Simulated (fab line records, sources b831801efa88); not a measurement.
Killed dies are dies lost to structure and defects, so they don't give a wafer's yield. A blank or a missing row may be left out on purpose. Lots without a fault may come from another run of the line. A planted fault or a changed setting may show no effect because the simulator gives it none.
fab line records | flow sky130
record lots=24 wafers=72 last_day=50
route steps=708 shown DNWELL@43 METAL1@454 CAPM@537 VIA3@593 VIA4@652
lots that met no fault: from a run of the same line without faults
start_h: hours from the record's first day to the start of the lot's first wafer shown | wait_h: hours since the lot's step before | " the same as in the row above | L1.1+2: a row that stands for several wafers | - no value, or no start given | * or withheld: withheld | < > ~ a bound
route shown NAME@n: a module of which the file shows steps, and the number in the route of the first | usual: mean/standard deviation of fault-free wafers | same: alike in all rows | chamber/n: place in a boat | sites: the reading at each site | _std_site: their standard deviation | _edge_site: outer sites' mean less inner sites' | radius_mm: how far each site lies from the wafer's centre | mask NAME#n: copy n | behind: the tool/chamber that last shaped the wafer | hold: why the lot was held/for how many hours/how that ended | device: the transistor (n, p or np) that didn't switch | end of line: the same wafers' tests at the end of the route | a step without rows: its recipe alone | killed: dies lost to structure and defects at the first sort, not the wafer's yield | map: a wafer's dies, x killed, . not, _ none there
set.NAME: the setting as run; set.NAME@STEP: as run at that earlier step | model.NAME: the simulator's own value behind a step, which no gauge read
steps of the route over a sample of lots; a table a step, a row a wafer
services: from which hour (start_h, from the record's first day; less than 0 if before it) a tool's chamber was out of use, for how many hours, and why
## steps
# step SKY_DNWELL_STRIP_08
# recipe chemistry=O2/N2 power_w=1400 pressure_mtorr=1500 platen_temp_c=withheld o2_flow_sccm=3000 n2_flow_sccm=300 overash_fraction=0.5
# usual drypump_motor_current_A=5.6/0.58 oes_product_au=0.723/0.0043 strip_time_to_endpoint_s=36.95/0.099
# columns lot.wafer tool chamber start_h wait_h drypump_motor_current_A oes_product_au rf_hours_counter_h strip_time_to_endpoint_s
L074.1 plasma_asher-03 0 55.72 0.1 5.0 0.723 40 37.04
L074.4 " 0 " " 5.0 0.724 - 37.10
L074.6 " 1 " " 5.9 0.720 - 37.14
L075.3 plasma_asher-04 1 58.30 0.1 5.2 0.732 - 37.08
L075.5 " 1 " " 5.1 0.723 - 37.16
L075.6 " 0 " " 5.6 0.714 - 36.96
L076.4 plasma_asher-04 1 65.36 0.1 5.1 0.728 - 37.00
L076.5 " 0 " " 5.6 0.729 - 36.95
L076.6 " 1 " " 5.2 0.717 - 36.93
L077.1 plasma_asher-03 0 69.62 0.1 5.1 0.728 41 36.86
L077.4 " 1 " " 5.9 0.718 - 36.85
L077.6 " 1 " " 5.9 0.725 - 36.80
L078.2 plasma_asher-03 0 74.06 0.1 5.0 0.720 42 36.95
L078.5 " 0 " " 5.0 0.728 - 36.89
L078.6 " 1 " " 5.9 0.722 - 36.95
L079.2 plasma_asher-04 1 75.62 0.1 5.1 0.721 25 37.06
L079.3 " 0 " " 5.6 0.724 - 36.94
L079.4 " 1 " " 5.2 0.717 - 37.14
L080.1 plasma_asher-02 1 82.82 0.1 5.3 0.724 32 36.79
L080.3 " 1 " " 5.3 0.717 - 36.91
L080.5 " 0 " " 6.8 0.724 - 36.78
L081.1 plasma_asher-03 1 90.57 0.1 5.9 0.718 44 37.13
L081.4 " 0 " " 5.0 0.720 - 37.01
L081.5 " 1 " " 5.9 0.727 - 37.11
L082.1 plasma_asher-02 1 99.77 0.1 5.3 0.719 34 37.02
L082.5 " 1 " " 5.3 0.724 - 36.97
L082.6 " 0 " " 6.8 0.720 - 36.99
L084.2 plasma_asher-02 0 102.32 0.1 6.7 0.720 34 37.03
L084.5 " 1 " " 5.3 0.719 - 37.03
L084.6 " 0 " " 6.8 0.720 - 37.10
L083.1 plasma_asher-04 0 102.67 0.1 5.6 0.717 28 36.91
L083.3 " 0 " " 5.6 0.726 - 36.89
L083.6 " 1 " " 5.1 0.728 - 36.82
L085.1 plasma_asher-04 0 108.87 0.1 5.6 0.729 28 36.91
L085.4 " 1 " " 5.2 0.722 - 36.88
L085.6 " 0 " " 5.7 0.723 - 36.97
L086.4 plasma_asher-04 1 116.31 0.1 5.2 0.719 - 36.87
L086.5 " 0 " " 5.6 0.722 - 36.90
L086.6 " 1 " " 5.2 0.720 - 36.85
L087.1 plasma_asher-02 1 122.07 0.1 5.3 0.721 36 36.91
L087.2 " 0 " " 6.8 0.725 36 37.01
L087.6 " 0 " " 6.8 0.719 - 36.88
L088.2 plasma_asher-03 0 132.33 0.1 5.0 0.725 1 36.91
L088.5 " 1 " " 5.9 0.728 - 36.99
L088.6 " 0 " " 5.0 0.723 - 37.07
L089.3 plasma_asher-03 0 135.81 0.1 5.0 0.722 - 37.07
L089.4 " 1 " " 5.9 0.726 - 36.99
L089.6 " 0 " " 5.0 0.722 - 37.08
L090.1 plasma_asher-02 1 140.82 0.1 5.3 0.716 39 37.00
L090.2 " 0 " " 6.8 0.723 39 36.90
L090.4 " 1 " " 5.3 0.726 - 36.99
L091.4 plasma_asher-02 1 144.51 0.1 5.3 0.724 - 37.08
L091.5 " 0 " " 6.8 0.723 - 36.99
L091.6 " 1 " " 5.3 0.731 - 36.96
L092.2 plasma_asher-02 0 149.77 0.1 6.8 0.726 40 36.99
L092.5 " 0 " " 6.8 0.715 - 37.01
L092.6 " 1 " " 5.3 0.734 - 37.05
L093.1 plasma_asher-04 1 155.52 0.1 5.1 0.716 32 36.98
L093.4 " 0 " " 5.6 0.725 - 36.85
L093.5 " 1 " " 5.2 0.723 - 36.84
L094.1 plasma_asher-04 1 165.67 0.1 5.2 0.730 33 36.89
L094.3 " 1 " " 5.2 0.722 - 36.87
L094.6 " 1 " " 5.1 0.719 - 36.93
L095.1 plasma_asher-02 0 170.02 0.1 6.7 0.716 42 36.84
L095.3 " 1 " " 5.3 0.723 - 36.87
L095.5 " 1 " " 5.3 0.721 - 36.81
L096.2 plasma_asher-03 1 173.52 0.1 5.9 0.719 6 37.13
L096.4 " 0 " " 5.0 0.727 - 36.98
L096.6 " 1 " " 5.9 0.725 - 36.98
L097.2 plasma_asher-04 0 176.87 0.1 5.7 0.713 34 36.76
L097.3 " 0 " " 5.7 0.722 - 36.70
L097.6 " 0 " " 5.6 0.720 - 36.88
# step SKY_METAL1_STRIP_20
# recipe chemistry=O2/N2 power_w=1400 pressure_mtorr=1500 platen_temp_c=withheld o2_flow_sccm=3000 n2_flow_sccm=300 overash_fraction=0.5
# usual drypump_motor_current_A=5.7/0.62 oes_product_au=0.343/0.0046 strip_time_to_endpoint_s=2.70/0.036
# columns lot.wafer tool chamber start_h wait_h drypump_motor_current_A oes_product_au rf_hours_counter_h strip_time_to_endpoint_s
L074.1 plasma_asher-03 0 765.96 0.1 5.0 0.344 67 2.70
L074.4 " 0 " " 5.0 0.339 - 2.72
L074.6 " 1 " " 5.9 0.351 - 2.68
L075.3 plasma_asher-02 0 767.55 0.1 6.8 0.346 - 2.70
L075.5 " 1 " " 5.3 0.344 - 2.63
L075.6 " 0 " " 6.8 0.344 - 2.69
L076.4 plasma_asher-04 0 786.89 0.1 5.6 0.348 - 2.68
L076.5 " 0 " " 5.6 0.335 - 2.67
L076.6 " 1 " " 5.2 0.342 - 2.73
L077.1 plasma_asher-03 1 789.11 0.1 5.9 0.343 69 2.68
L077.4 " 1 " " 5.9 0.342 - 2.71
L077.6 " 0 " " 5.1 0.329 - 2.65
L079.2 plasma_asher-02 0 789.65 0.1 6.8 0.350 32 2.67
L079.3 " 0 " " 6.8 0.338 - 2.78
L079.4 " 1 " " 5.3 0.344 - 2.72
L078.2 plasma_asher-02 1 794.04 0.1 5.3 0.344 32 2.69
L078.5 " 0 " " 6.8 0.340 - 2.68
L078.6 " 1 " " 5.3 0.343 - 2.71
L080.1 plasma_asher-04 1 819.91 0.1 5.1 0.346 98 2.72
L080.3 " 0 " " 5.6 0.353 - 2.74
L080.5 " 0 " " 5.7 0.335 - 2.71
L081.1 plasma_asher-04 0 824.31 0.1 5.6 0.342 99 2.69
L081.4 " 1 " " 5.1 0.341 - 2.68
L081.5 " 1 " " 5.2 0.345 - 2.68
L082.1 plasma_asher-03 0 831.31 0.1 5.0 0.340 74 2.68
L082.5 " 0 " " 5.0 0.340 - 2.71
L082.6 " 1 " " 6.0 0.342 - 2.66
L083.1 plasma_asher-02 0 831.90 0.1 6.8 0.340 36 2.74
L083.3 " 1 " " 5.3 0.341 - 2.69
L083.6 " 0 " " 6.8 0.343 - 2.77
L085.1 plasma_asher-04 0 832.91 0.1 5.7 0.343 99 2.67
L085.4 " 1 " " 5.1 0.347 - 2.70
L085.6 " 1 " " 5.1 0.336 - 2.65
L084.2 plasma_asher-03 1 844.96 0.1 5.9 0.343 75 2.75
L084.5 " 0 " " 5.0 0.333 - 2.74
L084.6 " 1 " " 5.9 0.346 - 2.71
L086.4 plasma_asher-02 0 862.76 0.1 6.8 0.341 - 2.66
L086.5 " 0 " " 6.8 0.344 - 2.70
L086.6 " 1 " " 5.3 0.346 - 2.75
L087.1 plasma_asher-04 1 869.57 0.1 5.2 0.343 103 2.73
L087.2 " 0 " " 5.6 0.349 103 2.70
L087.6 " 1 " " 5.1 0.337 - 2.72
L088.2 plasma_asher-02 1 885.21 0.1 5.3 0.343 42 2.67
L088.5 " 1 " " 5.3 0.343 - 2.70
L088.6 " 0 " " 6.8 0.340 - 2.65
L090.1 plasma_asher-04 1 888.51 0.1 5.2 0.340 105 2.70
L090.2 " 0 " " 5.6 0.344 105 2.69
L090.4 " 1 " " 5.1 0.348 - 2.69
L089.3 plasma_asher-02 0 890.15 0.1 6.8 0.346 - 2.75
L089.4 " 1 " " 5.3 0.348 - 2.77
L089.6 " 0 " " 6.8 0.341 - 2.76
L091.4 plasma_asher-02 1 892.11 0.1 5.3 0.342 - 2.69
L091.5 " 0 " " 6.8 0.340 - 2.68
L091.6 " 1 " " 5.3 0.345 - 2.66
L092.2 plasma_asher-03 0 896.02 0.1 5.0 0.351 80 2.71
L092.5 " 0 " " 5.0 0.344 - 2.76
L092.6 " 1 " " 5.9 0.345 - 2.75
L093.1 plasma_asher-02 1 920.52 0.1 5.3 0.341 45 2.72
L093.4 " 0 " " 6.8 0.342 - 2.72
L093.5 " 1 " " 5.3 0.342 - 2.73
L094.1 plasma_asher-02 1 924.87 0.1 5.3 0.336 45 2.70
L094.3 " 0 " " 6.8 0.344 - 2.71
L094.6 " 0 " " 6.8 0.340 - 2.71
L095.1 plasma_asher-04 1 925.11 0.1 5.2 0.339 108 2.69
L095.3 " 1 " " 5.2 0.339 - 2.67
L095.5 " 0 " " 5.6 0.342 - 2.67
L096.2 plasma_asher-03 1 928.33 0.1 5.9 0.343 83 2.72
L096.4 " 1 " " 5.9 0.350 - 2.74
L096.6 " 0 " " 5.0 0.337 - 2.68
L097.2 plasma_asher-04 0 931.97 0.1 5.6 0.340 109 2.71
L097.3 " 0 " " 5.6 0.344 - 2.73
L097.6 " 1 " " 5.1 0.345 - 2.70
# step SKY_CAPM_CVD_00
# recipe material=SiO2 target_thk_nm=15.5 temp_c=400 time_s=withheld rf_w=450
# usual heater_power_w=683/71
# columns lot.wafer tool chamber start_h wait_h heater_power_w
L074.1 pecvd-04 0 852.01 0.0 608
L074.4 " 1 " " 703
L074.6 " 0 " " 616
L075.3 pecvd-02 0 853.54 0.0 577
L075.5 " 0 " " 577
L075.6 " 1 " " 967
L076.4 pecvd-04 0 871.85 0.0 667
L076.5 " 2 " " 662
L076.6 " 1 " " 680
L077.1 pecvd-02 1 874.16 0.0 845
L077.4 " 1 " " 835
L077.6 " 2 " " 701
L079.2 pecvd-01 2 875.12 0.0 710
L079.3 " 1 " " 713
L079.4 " 1 " " 732
L078.2 pecvd-02 0 880.25 0.0 590
L078.5 " 0 " " 586
L078.6 " 2 " " 670
L080.1 pecvd-01 0 902.30 0.0 634
L080.3 " 1 " " 644
L080.5 " 2 " " 721
L081.1 pecvd-04 2 908.60 0.0 717
L081.4 " 1 " " 670
L081.5 " 0 " " 574
L082.1 pecvd-04 0 912.29 0.0 575
L082.5 " 2 " " 723
L082.6 " 1 " " 682
L083.1 pecvd-04 0 912.74 0.0 648
L083.3 " 2 " " 645
L083.6 " 2 " " 633
L085.1 pecvd-01 0 913.05 0.0 584
L085.4 " 0 " " 599
L085.6 " 1 " " 617
L084.2 pecvd-04 0 926.50 0.0 564
L084.5 " 2 " " 762
L084.6 " 0 " " 569
L086.4 pecvd-01 0 941.55 0.0 679
L086.5 " 0 " " 674
L086.6 " 1 " " 664
L087.1 pecvd-02 0 949.96 0.0 586
L087.2 " 1 " " 806
L087.6 " 1 " " 829
L088.2 pecvd-04 1 963.53 0.0 700
L088.5 " 0 " " 680
L088.6 " 2 " " 748
L090.1 pecvd-04 2 966.96 0.0 694
L090.2 " 1 " " 697
L090.4 " 1 " " 730
L089.3 pecvd-01 1 968.86 0.0 728
L089.4 " 1 " " 728
L089.6 " 0 " " 702
L091.4 pecvd-01 2 973.11 0.0 655
L091.5 " 1 " " 707
L091.6 " 0 " " 664
L092.2 pecvd-04 0 974.23 0.0 612
L092.5 " 1 " " 606
L092.6 " 0 " " 601
L093.1 pecvd-04 1 999.18 0.0 663
L093.4 " 0 " " 634
L093.5 " 1 " " 677
L095.1 pecvd-01 2 1002.36 0.0 688
L095.3 " 1 " " 656
L095.5 " 1 " " 639
L094.1 pecvd-04 0 1003.26 0.0 682
L094.3 " 1 " " 667
L094.6 " 2 " " 743
L096.2 pecvd-01 1 1007.81 0.0 739
L096.4 " 0 " " 681
L096.6 " 1 " " 737
L097.2 pecvd-04 2 1009.31 0.0 731
L097.3 " 1 " " 618
L097.6 " 1 " " 624
# step SKY_CAPM_METAL_ETCH_13
# recipe target_depth_nm=220 stop_on=SiO2 chemistry=Cl2/BCl3 target=TiN pressure_mtorr=10 icp_w=900 bias_w=48.5 Cl2_flow_sccm=60 bcl3_flow_sccm=30 time_s=62.9
# usual bias_w=48.54/0.16 drypump_motor_current_A=5.7/0.31 oes_product_au=0.941/0.0067 throttle_valve_pct=21.901/0.0094
# columns lot.wafer tool chamber start_h wait_h bias_w drypump_motor_current_A oes_product_au rf_hours_counter_h throttle_valve_pct
L074.1 rie_metal-04 1 878.91 0.0 48.49 6.1 0.940 5 21.908
L074.4 " 1 " " 48.32 6.1 0.945 - 21.904
L074.6 " 1 " " 48.55 6.1 0.931 - 21.905
L075.3 rie_metal-01 0 879.86 0.1 48.62 5.9 0.941 - 21.881
L075.5 " 0 " " 48.61 5.9 0.938 - 21.900
L075.6 " 0 " " 48.57 5.9 0.937 - 21.903
L076.4 rie_metal-01 1 901.89 0.0 48.43 5.7 0.939 - 21.912
L076.5 " 0 " " 48.57 5.9 0.933 - 21.913
L076.6 " 1 " " 48.50 5.7 0.938 - 21.904
L077.1 rie_metal-04 1 902.66 0.0 48.58 6.1 0.941 6 21.906
L077.4 " 0 " " 48.80 5.3 0.936 - 21.899
L077.6 " 1 " " 48.69 6.0 0.931 - 21.886
L079.2 rie_metal-01 0 903.57 0.0 48.60 5.9 0.928 11 21.891
L079.3 " 1 " " 48.44 5.8 0.944 - 21.899
L079.4 " 0 " " 48.66 5.9 0.945 - 21.896
L078.2 rie_metal-04 0 905.61 0.0 48.61 5.3 0.946 11 21.915
L078.5 " 0 " " 48.44 5.3 0.950 - 21.898
L078.6 " 1 " " 48.82 6.0 0.944 - 21.903
L080.1 rie_metal-04 0 926.61 0.0 48.51 5.3 0.946 12 21.892
L080.3 " 0 " " 48.65 5.3 0.949 - 21.898
L080.5 " 0 " " 48.60 5.3 0.936 - 21.891
L081.1 rie_metal-01 0 934.16 0.0 48.62 5.9 0.948 13 21.905
L081.4 " 0 " " 48.63 5.9 0.943 - 21.908
L081.5 " 1 " " 48.34 5.7 0.952 - 21.891
L082.1 rie_metal-04 1 937.61 0.0 48.77 6.1 0.936 7 21.906
L082.5 " 1 " " 48.54 6.0 0.934 - 21.914
L082.6 " 0 " " 48.56 5.3 0.936 - 21.907
L083.1 rie_metal-01 1 937.87 0.0 48.66 5.7 0.936 2 21.890
L083.3 " 0 " " 48.45 5.9 0.944 - 21.908
L083.6 " 0 " " 48.53 5.9 0.943 - 21.890
L085.1 rie_metal-03 0 938.17 0.0 48.14 5.1 0.945 14 21.921
L085.4 " 0 " " 48.13 5.1 0.940 - 21.898
L085.6 " 0 " " 48.58 5.1 0.947 - 21.886
L084.2 rie_metal-01 1 951.26 0.0 48.70 5.7 0.943 3 21.910
L084.5 " 1 " " 48.51 5.7 0.948 - 21.892
L084.6 " 0 " " 48.54 5.9 0.946 - 21.911
L086.4 rie_metal-01 0 966.14 0.0 48.49 5.9 0.943 - 21.901
L086.5 " 1 " " 48.53 5.7 0.941 - 21.904
L086.6 " 0 " " 48.63 5.9 0.945 - 21.910
L087.1 rie_metal-01 0 973.61 0.0 48.64 5.8 0.944 14 21.898
L087.2 " 1 " " 48.62 5.7 0.937 4 21.919
L087.6 " 1 " " 48.68 5.7 0.953 - 21.899
L088.2 rie_metal-01 0 986.51 0.0 48.30 5.9 0.956 15 21.895
L088.5 " 1 " " 48.41 5.7 0.943 - 21.893
L088.6 " 0 " " 48.30 5.9 0.953 - 21.900
L090.1 rie_metal-03 1 990.86 0.0 48.37 6.0 0.945 11 21.909
L090.2 " 0 " " 48.61 5.1 0.943 16 21.892
L090.4 " 0 " " 48.70 5.1 0.929 - 21.912
L089.3 rie_metal-04 1 992.14 0.0 48.49 6.1 0.950 - 21.893
L089.4 " 0 " " 48.40 5.3 0.945 - 21.886
L089.6 " 1 " " 48.51 6.1 0.947 - 21.894
L091.4 rie_metal-01 1 996.59 0.0 48.58 5.7 0.944 - 21.895
L091.5 " 1 " " 48.61 5.7 0.943 - 21.899
L091.6 " 0 " " 48.41 5.9 0.951 - 21.896
L092.2 rie_metal-01 0 998.76 0.0 48.31 5.9 0.945 15 21.908
L092.5 " 1 " " 48.65 5.7 0.937 - 21.914
L092.6 " 0 " " 48.35 5.9 0.928 - 21.904
L093.1 rie_metal-04 1 1022.41 0.0 48.40 6.1 0.941 13 21.893
L093.4 " 1 " " 48.64 6.0 0.942 - 21.904
L093.5 " 0 " " 48.77 5.3 0.947 - 21.899
L095.1 rie_metal-03 1 1024.37 0.0 48.45 6.0 0.933 13 21.912
L095.3 " 1 " " 48.42 6.0 0.939 - 21.898
L095.5 " 0 " " 48.23 5.1 0.938 - 21.908
L094.1 rie_metal-03 0 1026.37 0.0 48.86 5.1 0.934 18 21.902
L094.3 " 0 " " 48.55 5.1 0.937 - 21.898
L094.6 " 1 " " 48.50 6.0 0.943 - 21.907
L096.2 rie_metal-01 1 1031.06 0.0 48.83 5.7 0.937 7 21.902
L096.4 " 0 " " 48.61 5.9 0.941 - 21.903
L096.6 " 0 " " 48.71 5.9 0.942 - 21.914
L097.2 rie_metal-03 0 1032.31 0.0 48.56 5.1 0.942 18 21.887
L097.3 " 0 " " 48.28 5.1 0.938 - 21.899
L097.6 " 1 " " 48.43 5.9 0.937 - 21.900
# step SKY_VIA3_SPUTTER_20
# recipe material=TiN target_thk_nm=20 chamber_pressure_pa=5 power_w=4000 time_s=80
# usual throttle_valve_pct=30.3/0.66
# columns lot.wafer tool chamber start_h wait_h throttle_valve_pct
L074.1 pvd_sputter-03 - 932.83 0.0 31.1
L074.4 " - " " 29.6
L074.6 " - " " 30.2
L075.3 pvd_sputter-02 - 933.18 0.0 31.0
L075.5 " - " " 31.3
L075.6 " - " " 29.9
L076.4 pvd_sputter-03 - 953.13 0.0 31.0
L076.5 " - " " 31.1
L076.6 " - " " 29.9
L077.1 pvd_sputter-03 - 955.28 0.0 31.0
L077.4 " - " " 31.4
L077.6 " - " " 31.0
L079.2 pvd_sputter-03 - 956.23 0.0 31.1
L079.3 " - " " 29.7
L079.4 " - " " 30.0
L078.2 pvd_sputter-04 - 958.02 0.0 29.5
L078.5 " - " " 28.8
L078.6 " - " " 30.3
L080.1 pvd_sputter-03 - 978.23 0.0 30.8
L080.3 " - " " 30.1
L080.5 " - " " 31.0
L081.1 pvd_sputter-03 - 985.83 0.0 30.1
L081.4 " - " " 30.7
L081.5 " - " " 31.2
L083.1 pvd_sputter-04 - 989.52 0.0 29.5
L083.3 " - " " 30.5
L083.6 " - " " 29.8
L085.1 pvd_sputter-03 - 989.90 0.0 29.9
L085.4 " - " " 30.9
L085.6 " - " " 30.8
L082.1 pvd_sputter-04 - 990.22 0.0 29.7
L082.5 " - " " 30.4
L082.6 " - " " 29.5
L084.2 pvd_sputter-03 - 1001.41 0.0 30.8
L084.5 " - " " 31.0
L084.6 " - " " 30.2
L086.4 pvd_sputter-03 - 1016.67 0.0 30.9
L086.5 " - " " 30.0
L086.6 " - " " 31.1
L087.1 pvd_sputter-04 - 1023.65 0.0 29.6
L087.2 " - " " 29.1
L087.6 " - " " 29.2
L088.2 pvd_sputter-02 - 1035.06 0.0 30.0
L088.5 " - " " 30.6
L088.6 " - " " 29.8
L090.1 pvd_sputter-03 - 1038.68 0.0 31.2
L090.2 " - " " 29.6
L090.4 " - " " 30.9
L089.3 pvd_sputter-04 - 1040.76 0.0 29.5
L089.4 " - " " 28.8
L089.6 " - " " 30.6
L091.4 pvd_sputter-03 - 1046.44 0.0 30.9
L091.5 " - " " 29.6
L091.6 " - " " 30.8
L092.2 pvd_sputter-04 - 1047.67 0.0 28.9
L092.5 " - " " 28.7
L092.6 " - " " 30.5
L093.1 pvd_sputter-02 - 1069.93 0.0 30.0
L093.4 " - " " 30.4
L093.5 " - " " 30.9
L095.1 pvd_sputter-03 - 1071.53 0.0 30.9
L095.3 " - " " 29.9
L095.5 " - " " 30.0
L094.1 pvd_sputter-03 - 1074.08 0.0 30.2
L094.3 " - " " 31.2
L094.6 " - " " 31.3
L096.2 pvd_sputter-02 - 1078.14 0.0 30.6
L096.4 " - " " 30.2
L096.6 " - " " 29.7
L097.2 pvd_sputter-02 - 1080.51 0.0 30.0
L097.3 " - " " 30.9
L097.6 " - " " 30.2
# step SKY_VIA4_STRIP_13
# recipe chemistry=O2/N2 power_w=1400 pressure_mtorr=1500 platen_temp_c=withheld o2_flow_sccm=3000 n2_flow_sccm=300 overash_fraction=0.5
# usual drypump_motor_current_A=5.4/0.36 oes_product_au=0.709/0.0045 strip_time_to_endpoint_s=12.80/0.032
# columns lot.wafer tool chamber start_h wait_h drypump_motor_current_A oes_product_au rf_hours_counter_h strip_time_to_endpoint_s
L074.1 plasma_asher-03 1 1008.48 - 5.9 0.712 91 12.81
L074.4 " 1 " " 5.9 0.704 - 12.88
L074.6 " 1 " " 5.9 0.704 - 12.83
L075.3 plasma_asher-01 0 1009.21 - 4.9 0.708 - 12.75
L075.5 " 1 " " 5.7 0.703 - 12.77
L075.6 " 0 " " 4.9 0.712 - 12.69
L076.4 plasma_asher-01 1 1026.91 - 5.6 0.707 - 12.84
L076.5 " 0 " " 4.9 0.710 - 12.84
L076.6 " 1 " " 5.6 0.706 - 12.81
L077.1 plasma_asher-04 1 1028.93 - 5.2 0.708 119 12.78
L077.4 " 1 " " 5.2 0.718 - 12.76
L077.6 " 1 " " 5.2 0.710 - 12.81
L079.2 plasma_asher-03 1 1029.59 - 5.9 0.707 93 12.80
L079.3 " 1 " " 5.9 0.706 - 12.79
L079.4 " 0 " " 5.0 0.708 - 12.82
L078.2 plasma_asher-04 0 1031.43 - 5.6 0.707 119 12.74
L078.5 " 1 " " 5.1 0.705 - 12.74
L078.6 " 0 " " 5.6 0.707 - 12.79
L080.1 plasma_asher-04 1 1048.29 - 5.1 0.718 120 12.81
L080.3 " 1 " " 5.1 0.716 - 12.82
L080.5 " 1 " " 5.2 0.712 - 12.80
L081.1 plasma_asher-03 1 1056.28 - 5.9 0.719 96 12.79
L081.4 " 0 " " 5.0 0.710 - 12.83
L081.5 " 1 " " 5.9 0.716 - 12.80
L083.1 plasma_asher-03 1 1058.38 - 5.9 0.703 96 12.77
L083.3 " 0 " " 5.0 0.705 - 12.78
L083.6 " 0 " " 5.0 0.714 - 12.81
L085.1 plasma_asher-01 1 1058.68 - 5.7 0.707 30 12.80
L085.4 " 0 " " 4.9 0.705 - 12.86
L085.6 " 1 " " 5.6 0.710 - 12.85
L082.1 plasma_asher-03 0 1060.78 - 5.0 0.715 97 12.79
L082.5 " 0 " " 5.0 0.712 - 12.74
L082.6 " 1 " " 5.9 0.713 - 12.81
L084.2 plasma_asher-04 1 1072.28 - 5.1 0.709 1 12.76
L084.5 " 0 " " 5.7 0.711 - 12.85
L084.6 " 1 " " 5.2 0.700 - 12.85
L086.4 plasma_asher-01 1 1085.56 - 5.7 0.709 - 12.82
L086.5 " 1 " " 5.7 0.709 - 12.78
L086.6 " 0 " " 4.9 0.709 - 12.83
L087.1 plasma_asher-01 1 1092.30 - 5.7 0.712 34 12.82
L087.2 " 0 " " 4.9 0.703 34 12.82
L087.6 " 0 " " 4.9 0.711 - 12.79
L088.2 plasma_asher-04 1 1101.94 - 5.1 0.706 4 12.78
L088.5 " 1 " " 5.2 0.713 - 12.77
L088.6 " 0 " " 5.6 0.709 - 12.83
L090.1 plasma_asher-01 0 1104.93 - 4.9 0.707 35 12.81
L090.2 " 1 " " 5.7 0.711 35 12.78
L090.4 " 1 " " 5.6 0.709 - 12.78
L089.3 plasma_asher-04 0 1106.36 - 5.6 0.706 - 12.80
L089.4 " 1 " " 5.1 0.707 - 12.79
L089.6 " 0 " " 5.6 0.704 - 12.79
L091.4 plasma_asher-04 1 1111.01 - 5.2 0.713 - 12.82
L091.5 " 0 " " 5.6 0.709 - 12.84
L091.6 " 1 " " 5.2 0.711 - 12.81
L092.2 plasma_asher-04 1 1113.18 - 5.2 0.707 5 12.82
L092.5 " 1 " " 5.1 0.716 - 12.80
L092.6 " 0 " " 5.6 0.714 - 12.83
L093.1 plasma_asher-03 0 1132.28 - 5.0 0.708 105 12.77
L093.4 " 0 " " 5.0 0.706 - 12.83
L093.5 " 1 " " 5.9 0.712 - 12.78
L095.1 plasma_asher-04 0 1135.18 - 5.6 0.709 6 12.79
L095.3 " 0 " " 5.6 0.702 - 12.83
L095.5 " 1 " " 5.1 0.712 - 12.81
L094.1 plasma_asher-01 0 1136.93 - 4.9 0.709 36 12.76
L094.3 " 0 " " 4.9 0.708 - 12.81
L094.6 " 0 " " 4.9 0.700 - 12.83
L096.2 plasma_asher-03 1 1141.13 - 5.9 0.700 105 12.85
L096.4 " 0 " " 5.0 0.708 - 12.81
L096.6 " 0 " " 5.0 0.713 - 12.79
L097.2 plasma_asher-01 1 1142.53 - 5.6 0.713 37 12.79
L097.3 " 1 " " 5.7 0.707 - 12.84
L097.6 " 1 " " 5.6 0.718 - 12.83
## services
# columns tool chamber start_h hours kind
pvd_sputter-03 - 52.33 5.4 repair
pvd_sputter-03 - 82.85 3.2 repair
plasma_asher-03 - 108.75 9.0 pm
plasma_asher-04 - 131.74 15.6 pm
plasma_asher-02 - 172.05 6.5 repair
plasma_asher-04 - 185.71 7.7 repair
plasma_asher-04 - 192.23 6.0 repair
plasma_asher-02 - 230.92 0.4 repair
pvd_sputter-03 - 245.86 2.1 repair
plasma_asher-04 - 327.01 3.4 repair
plasma_asher-02 - 353.17 1.4 repair
plasma_asher-02 - 421.25 9.0 pm
plasma_asher-03 - 444.97 2.4 repair
plasma_asher-02 - 445.38 5.6 repair
plasma_asher-03 - 470.61 2.8 pm
plasma_asher-04 - 503.49 2.8 pm
plasma_asher-02 - 523.77 1.7 repair
plasma_asher-02 - 581.61 2.8 pm
plasma_asher-02 - 592.81 21.6 repair
plasma_asher-02 - 636.50 14.6 pm
plasma_asher-02 - 802.34 1.6 repair
plasma_asher-04 - 890.24 4.4 repair
plasma_asher-04 - 1055.25 9.0 pm
plasma_asher-04 - 1120.79 12.1 repair
## key
fault none
